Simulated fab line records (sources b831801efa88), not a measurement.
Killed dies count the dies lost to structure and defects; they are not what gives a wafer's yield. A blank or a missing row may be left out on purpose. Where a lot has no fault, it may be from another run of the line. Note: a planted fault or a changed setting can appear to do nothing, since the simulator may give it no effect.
Struck lot and sound lot, side by side    flow sky130    17 steps out of a route of 708
Sound: the wafers L770.2, L770.3, L770.4. Struck: wafers L780.1, L780.3, L780.6. The cause comes at the end.
For every step that has rows: the tool of each side, followed by ch and its chambers, followed by its first start. Under that, the readings that differ: sound wafers    struck wafers    difference of the means    sigmas: that difference in standard deviations of wafers without a fault.
alike: same words and numbers on both sides, and readings whose means sit less than 2 such deviations apart. not compared: any withheld reading, any reading some wafer has no value for, any bound like >300 that may hide the same value, and any number with overlapping values for which the record gives no deviation.
The two part at a step that has a row with sigmas, a row that says differs or no value, or rows on one side only. Non-overlapping numbers with no deviation appear without sigmas and do not part them. A reading missing from all wafers of one side parts the sides only when that side holds two or more wafers.

first, 2 steps without rows for these wafers: SKY_NWELL_IMPLANT_12; SKY_NWELL_IMPLANT_13.
SKY_NWELL_STRIP_14: strips in O2/N2.
  sound on plasmaAsher-02 ch 0,1, day 5 14:39; struck on plasmaAsher-01 ch 1, day 7 20:51
  alike: drypumpMotorCurrentA, oesProductAu, stripTimeToEndpointS
  not compared: rfHoursCounterH
SKY_NWELL_TW_MEAS_15:
  sound on filmMetro-01, day 5 14:46; struck on filmMetro-01, day 7 20:57
  alike: NWELL_TW
then, 7 steps without rows for these wafers: SKY_NWELL_DEHYDRATE_16 (time 60 s); SKY_NWELL_HMDS_17 (prime time 60 s); SKY_NWELL_COAT_18 (resist thk 3000 nm); SKY_NWELL_SOFTBAKE_19; SKY_NWELL_EXPOSE_20 (exposes mask NWM COMPLEMENT, target cd 840 nm); SKY_NWELL_PEB_21; SKY_NWELL_DEVELOP_22 (develop time 60 s).
SKY_NWELL_OVL_MEAS_23:
  sound on overlay-01, day 6 11:10; struck on overlay-02, day 8 18:56
  alike: NWELL_01_OVL
SKY_NWELL_IMPLANT_24:
  sound on implanter-02 ch 0, day 6 11:14; struck on implanter-02 ch 0, day 8 18:59
reading           sound            struck          difference  sigmas
beamOnS (s)       9.65 9.99 10.15  8.30 8.29 8.30  -1.63       -9
faradayCurrentUA  53.9 51.9 51.5   62.2 62.7 62.6  +10.1       +11
SKY_NWELL_STRIP_25: strips in O2/N2.
  sound on plasmaAsher-01 ch 0,1, day 6 11:21; struck on plasmaAsher-02 ch 1, day 8 19:08
  alike: drypumpMotorCurrentA, oesProductAu, stripTimeToEndpointS
  not compared: rfHoursCounterH
SKY_NWELL_TW_MEAS_26:
  sound on filmMetro-01, day 6 11:28; struck on filmMetro-03, day 8 19:14
reading     sound        struck       difference  sigmas
NWELL_2_TW  489 492 490  467 466 467  -24         -4
then, 1 step without rows for these wafers: SKY_NWELL_CLEAN_27 (cleans in SC1/SC2, time 150 s).
-- the record jumps here: 41 days lie between the struck wafers' starts before and after (it left off in module NWELL and takes up again in module PAD_OPEN, whose first step shown is number 708 of the route) --
SKY_PAD_OPEN_PROBE_99:
  sound on prober-02, day 48 00:56; struck on prober-02, day 50 05:43
reading                                sound                          struck                         difference  sigmas
model.etest.pfet_16v.rOnOhmUm          1.493e+04 1.488e+04 1.518e+04  1.641e+04 1.703e+04 1.687e+04  +1.773e+03  
model.etest.resIsoPwell.rsOhmSq        2855 2740 2970                 3705 3970 3964                 +1025       
model.etest.resPwellUnderGate.rsOhmSq  2274 2265 2265                 2592 2620 2595                 +334        
model.etest.resIsoPwell.lineOhmUm      1070 1038 1125                 1418 1507 1502                 +398        
model.etest.pfet_16v.driveUaUm         247.4 247.4 244.5              229.1 218.9 221.6              -23.2       
model.etest.resNwell.widthNm (nm)      834 836.8 838.1                857.9 862.1 866.9              +26.0       
model.etest.fieldN.vtV (V)             35.77 35.1 36.41               32.55 32.82 32.83              -3.03       
  alike: killed_at_M0_to_M3, killed_at_M4_up, killedAtContacts, killedAtFrontEnd, killedAtOther, killedDies, killedOpen, killedShort
  not compared: model.etest.nfet_05v0_nvt.vtSatV

## WHERE THEY PART
First at SKY_NWELL_IMPLANT_24; last, within this record, at SKY_NWELL_TW_MEAS_26. Later steps at which nothing parts them and some readings are alike: SKY_PAD_OPEN_PROBE_99.

WHY: whatever the simulator had introduced
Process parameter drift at SKY_NWELL_IMPLANT_24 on implanter-02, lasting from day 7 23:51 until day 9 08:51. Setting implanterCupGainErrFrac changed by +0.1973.
